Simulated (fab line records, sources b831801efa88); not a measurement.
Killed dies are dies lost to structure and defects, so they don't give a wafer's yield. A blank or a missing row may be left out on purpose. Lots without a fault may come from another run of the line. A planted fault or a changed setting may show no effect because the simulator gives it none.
fab line records | flow sky130
record lots=12 wafers=36 last_day=50
route steps=708 shown PWDE@52 VT_ADJUST_LVTN@112 VT_ADJUST_HVTR@139
lots that met no fault: from a run of the same line without faults
start_h: hours from the record's first day to the start of the lot's first wafer shown | wait_h: hours since the lot's step before | " the same as in the row above | L1.1+2: a row that stands for several wafers | - no value, or no start given | * or withheld: withheld | < > ~ a bound
route shown NAME@n: a module of which the file shows steps, and the number in the route of the first | usual: mean/standard deviation of fault-free wafers | same: alike in all rows | chamber/n: place in a boat | sites: the reading at each site | _std_site: their standard deviation | _edge_site: outer sites' mean less inner sites' | radius_mm: how far each site lies from the wafer's centre | mask NAME#n: copy n | behind: the tool/chamber that last shaped the wafer | hold: why the lot was held/for how many hours/how that ended | device: the transistor (n, p or np) that didn't switch | end of line: the same wafers' tests at the end of the route | a step without rows: its recipe alone | killed: dies lost to structure and defects at the first sort, not the wafer's yield | map: a wafer's dies, x killed, . not, _ none there
set.NAME: the setting as run; set.NAME@STEP: as run at that earlier step | model.NAME: the simulator's own value behind a step, which no gauge read
steps of the route over a sample of lots; a table a step, a row a wafer
services: from which hour (start_h, from the record's first day; less than 0 if before it) a tool's chamber was out of use, for how many hours, and why
## steps
# step SKY_PWDE_OVL_MEAS_07
# usual PWDE_OVL=-0.3/1.3
# columns lot.wafer tool chamber start_h wait_h PWDE_OVL[nm]
L160.1 overlay-01 - 71.95 - 0.3
L160.2 " - " " -0.3
L160.4 " - " " 0.4
L161.2 overlay-01 - 72.30 - 0.8
L161.3 " - " " 0.0
L161.4 " - " " 0.0
L162.1 overlay-02 - 82.01 - 2.0
L162.2 " - " " 1.9
L162.6 " - " " -0.2
L167.2 overlay-01 - 114.20 - -0.6
L167.4 " - " " 0.0
L167.6 " - " " -0.4
L166.4 overlay-01 - 115.26 - 1.5
L166.5 " - " " 0.9
L166.6 " - " " -0.8
L169.1 overlay-02 - 131.59 - -0.3
L169.2 " - " " -1.9
L169.5 " - " " -1.0
L170.1 overlay-01 - 131.94 - 1.3
L170.4 " - " " 0.3
L170.6 " - " " -0.3
L171.3 overlay-01 - 132.26 - -3.3
L171.4 " - " " -3.5
L171.6 " - " " -0.6
L173.2 overlay-02 - 154.15 - -1.0
L173.3 " - " " 0.3
L173.6 " - " " 0.4
L180.1 overlay-02 - 181.76 - 2.3
L180.5 " - " " -0.9
L180.6 " - " " -0.4
L182.1 overlay-02 - 193.09 - 1.1
L182.5 " - " " 0.0
L182.6 " - " " -0.4
L183.2 overlay-01 - 198.12 - 1.1
L183.5 " - " " -1.0
L183.6 " - " " 0.5
# step SKY_VT_ADJUST_LVTN_EXPOSE_15
# recipe mask_id=HVN_STD_DERIVED na=0.6 source_shape=conventional sigma_outer=0.6 polarization=unpolarized target_cd_nm=600 dose_mj=163
# usual focus_offset_nm=-0.1/0.5
# columns lot.wafer tool chamber start_h wait_h mask focus_offset_nm
L160.1 iline_stepper-02 0 152.96 - HVN_STD_DERIVED#0 -0.5
L160.2 " 0 " " HVN_STD_DERIVED#0 -0.2
L160.4 " 0 " " HVN_STD_DERIVED#0 0.0
L161.2 iline_stepper-01 0 154.18 - HVN_STD_DERIVED#0 -0.2
L161.3 " 0 " " HVN_STD_DERIVED#0 0.3
L161.4 " 0 " " HVN_STD_DERIVED#0 0.3
L162.1 iline_stepper-01 0 165.43 - HVN_STD_DERIVED#0 0.7
L162.2 " 0 " " HVN_STD_DERIVED#0 -0.3
L162.6 " 0 " " HVN_STD_DERIVED#0 0.0
L167.2 iline_stepper-01 0 204.93 - HVN_STD_DERIVED#0 -0.6
L167.4 " 0 " " HVN_STD_DERIVED#0 -1.3
L167.6 " 0 " " HVN_STD_DERIVED#0 -1.2
L166.4 iline_stepper-02 0 206.44 - HVN_STD_DERIVED#0 -0.1
L166.5 " 0 " " HVN_STD_DERIVED#0 0.5
L166.6 " 0 " " HVN_STD_DERIVED#0 0.1
L169.1 iline_stepper-02 0 227.06 - HVN_STD_DERIVED#0 0.2
L169.2 " 0 " " HVN_STD_DERIVED#0 0.1
L169.5 " 0 " " HVN_STD_DERIVED#0 0.5
L170.1 iline_stepper-02 0 227.53 - HVN_STD_DERIVED#0 0.3
L170.4 " 0 " " HVN_STD_DERIVED#0 0.3
L170.6 " 0 " " HVN_STD_DERIVED#0 -0.3
L171.3 iline_stepper-02 0 228.30 - HVN_STD_DERIVED#0 -0.4
L171.4 " 0 " " HVN_STD_DERIVED#0 -0.9
L171.6 " 0 " " HVN_STD_DERIVED#0 -0.6
L173.2 iline_stepper-02 0 253.88 - HVN_STD_DERIVED#0 -0.1
L173.3 " 0 " " HVN_STD_DERIVED#0 -0.2
L173.6 " 0 " " HVN_STD_DERIVED#0 -0.3
L180.1 iline_stepper-01 0 284.94 - HVN_STD_DERIVED#0 -0.2
L180.5 " 0 " " HVN_STD_DERIVED#0 0.0
L180.6 " 0 " " HVN_STD_DERIVED#0 -0.7
L182.1 iline_stepper-01 0 299.41 - HVN_STD_DERIVED#0 -0.7
L182.5 " 0 " " HVN_STD_DERIVED#0 -0.2
L182.6 " 0 " " HVN_STD_DERIVED#0 -0.2
L183.2 iline_stepper-01 0 306.86 - HVN_STD_DERIVED#0 0.6
L183.5 " 0 " " HVN_STD_DERIVED#0 0.6
L183.6 " 0 " " HVN_STD_DERIVED#0 0.5
# step SKY_VT_ADJUST_LVTN_OVL_MEAS_18
# usual VT_ADJUST_LVTN_01_OVL=-0.5/1.5
# columns lot.wafer tool chamber start_h wait_h VT_ADJUST_LVTN_01_OVL[nm]
L160.1 overlay-01 - 162.53 0.1 -1.9
L160.2 " - " " -1.2
L160.4 " - " " -0.2
L161.2 overlay-01 - 163.59 0.1 -1.3
L161.3 " - " " -0.7
L161.4 " - " " -0.7
L162.1 overlay-01 - 175.46 0.1 -1.7
L162.2 " - " " -1.8
L162.6 " - " " -2.0
L167.2 overlay-02 - 215.69 0.1 0.7
L167.4 " - " " -1.5
L167.6 " - " " 1.6
L166.4 overlay-02 - 217.25 0.1 0.2
L166.5 " - " " 1.1
L166.6 " - " " 1.6
L169.1 overlay-01 - 238.49 0.1 272.4
L169.2 " - " " 273.4
L169.5 " - " " 273.5
L170.1 overlay-02 - 238.79 0.1 272.4
L170.4 " - " " 271.4
L170.6 " - " " 271.5
L171.3 overlay-01 - 239.10 0.1 271.2
L171.4 " - " " 272.0
L171.6 " - " " 270.0
L173.2 overlay-02 - 265.29 0.1 275.3
L173.3 " - " " 273.6
L173.6 " - " " 275.2
L180.1 overlay-02 - 297.59 0.1 -1.1
L180.5 " - " " -0.2
L180.6 " - " " -1.9
L182.1 overlay-01 - 311.71 0.1 -2.5
L182.5 " - " " -3.9
L182.6 " - " " -1.5
L183.2 overlay-02 - 319.37 0.1 -0.3
L183.5 " - " " 1.6
L183.6 " - " " -0.9
# step SKY_VT_ADJUST_HVTR_OVL_MEAS_08
# usual VT_ADJUST_HVTR_OVL=0.1/1.5
# columns lot.wafer tool chamber start_h wait_h VT_ADJUST_HVTR_OVL[nm]
L160.1 overlay-02 - 205.02 0.1 1.3
L160.2 " - " " 0.9
L160.4 " - " " 1.9
L161.2 overlay-01 - 205.79 0.1 -0.4
L161.3 " - " " -1.4
L161.4 " - " " 0.7
L162.1 overlay-02 - 219.70 0.1 -0.5
L162.2 " - " " -0.8
L162.6 " - " " -1.0
L167.2 overlay-02 - 263.16 0.1 -0.8
L167.4 " - " " -1.3
L167.6 " - " " -0.8
L166.4 overlay-01 - 265.08 0.1 0.5
L166.5 " - " " 0.3
L166.6 " - " " 0.8
L169.1 overlay-02 - 286.23 0.1 0.0
L169.2 " - " " -1.3
L169.5 " - " " -1.4
L170.1 overlay-01 - 286.85 0.1 0.7
L170.4 " - " " 3.0
L170.6 " - " " 2.0
L171.3 overlay-02 - 287.43 0.1 1.3
L171.4 " - " " 0.6
L171.6 " - " " 1.4
L173.2 overlay-01 - 314.69 0.1 -1.9
L173.3 " - " " -0.8
L173.6 " - " " -0.4
L180.1 overlay-02 - 350.80 0.1 0.0
L180.5 " - " " 0.5
L180.6 " - " " -0.7
L182.1 overlay-01 - 366.72 0.1 -1.1
L182.5 " - " " 0.6
L182.6 " - " " -2.1
L183.2 overlay-01 - 374.99 0.1 -3.6
L183.5 " - " " -1.6
L183.6 " - " " -0.4
# step SKY_VT_ADJUST_HVTR_STRIP_10
# recipe chemistry=O2/N2 power_w=1400 pressure_mtorr=1500 platen_temp_c=withheld o2_flow_sccm=3000 n2_flow_sccm=300 overash_fraction=0.5
# usual drypump_motor_current_A=5.76/0.21 oes_product_au=0.715/0.0045 strip_time_to_endpoint_s=14.18/0.039
# columns lot.wafer tool chamber start_h wait_h drypump_motor_current_A oes_product_au rf_hours_counter_h strip_time_to_endpoint_s
L160.1 plasma_asher-02 1 205.20 0.1 5.90 0.716 41 14.17
L160.2 " 0 " " 5.53 0.717 41 14.19
L160.4 " 1 " " 5.90 0.718 - 14.13
L161.2 plasma_asher-03 0 205.97 0.1 6.05 0.713 8 14.17
L161.3 " 0 " " 6.06 0.720 - 14.20
L161.4 " 1 " " 5.57 0.714 - 14.16
L162.1 plasma_asher-03 0 219.89 0.1 6.05 0.712 9 14.18
L162.2 " 1 " " 5.56 0.717 9 14.19
L162.6 " 0 " " 6.05 0.710 - 14.22
L167.2 plasma_asher-03 1 263.34 0.1 5.55 0.719 13 14.14
L167.4 " 0 " " 6.04 0.706 - 14.14
L167.6 " 1 " " 5.55 0.708 - 14.20
L166.4 plasma_asher-02 0 265.29 0.1 5.54 0.711 - 14.18
L166.5 " 1 " " 5.87 0.703 - 14.20
L166.6 " 0 " " 5.51 0.714 - 14.17
L169.1 plasma_asher-04 1 286.42 0.1 5.80 0.723 60 14.17
L169.2 " 0 " " 5.72 0.719 60 14.15
L169.5 " 0 " " 5.70 0.724 - 14.20
L170.1 plasma_asher-02 1 287.04 0.1 5.92 0.720 49 14.18
L170.4 " 0 " " 5.52 0.716 - 14.17
L170.6 " 0 " " 5.51 0.720 - 14.12
L171.3 plasma_asher-03 0 287.64 0.1 6.05 0.715 - 14.16
L171.4 " 1 " " 5.52 0.715 - 14.15
L171.6 " 1 " " 5.56 0.715 - 14.15
L173.2 plasma_asher-02 1 314.87 0.1 5.91 0.716 51 14.21
L173.3 " 1 " " 5.92 0.726 - 14.22
L173.6 " 1 " " 5.92 0.713 - 14.20
L180.1 plasma_asher-02 0 350.99 0.1 5.57 0.713 55 14.17
L180.5 " 0 " " 5.57 0.712 - 14.17
L180.6 " 1 " " 5.87 0.723 - 14.17
L182.1 plasma_asher-03 0 366.90 0.1 6.06 0.723 23 14.23
L182.5 " 0 " " 6.06 0.723 - 14.23
L182.6 " 1 " " 5.55 0.714 - 14.22
L183.2 plasma_asher-04 1 375.17 0.1 5.79 0.718 69 14.21
L183.5 " 1 " " 5.80 0.718 - 14.17
L183.6 " 0 " " 5.65 0.719 - 14.18
## services
# columns tool chamber start_h hours kind
plasma_asher-02 - 173.29 0.4 repair
iline_stepper-01 - 176.55 1.7 pm
plasma_asher-03 - 190.92 2.8 repair
plasma_asher-03 - 208.15 1.9 repair
iline_stepper-02 - 242.89 1.7 pm
plasma_asher-03 - 274.20 2.4 repair
iline_stepper-01 - 323.65 4.6 repair
iline_stepper-02 0 329.45 - calibration
iline_stepper-01 0 334.23 - calibration
plasma_asher-02 - 373.75 0.7 repair
## key
first_sign step=SKY_VT_ADJUST_LVTN_OVL_MEAS_18 reading=VT_ADJUST_LVTN_01_OVL direction=up sigmas=99+ usual=-0.5 struck=272.7
effect none on later readings
met_at SKY_VT_ADJUST_LVTN_EXPOSE_15
struck_lots L169,L170,L171,L173
tester_left_out L169,L170,L171,L173
not_acting_at SKY_PWDE_OVL_MEAS_07,SKY_VT_ADJUST_HVTR_OVL_MEAS_08,SKY_VT_ADJUST_HVTR_STRIP_10
onset_between 206.44 227.06
fault kind=scanner_matching_overlay tool=iline_stepper-02 chamber=- onset_h=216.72 steps=SKY_VT_ADJUST_LVTN_EXPOSE_15 offset=273.15
# tester_left_out: of these lots the tester's yield and bins aren't shown, on N5 and GAA mostly nor the transistor test; their killed dies are dies lost to structure and defects alone, not to doping, threshold or leakage, so they don't give the yield
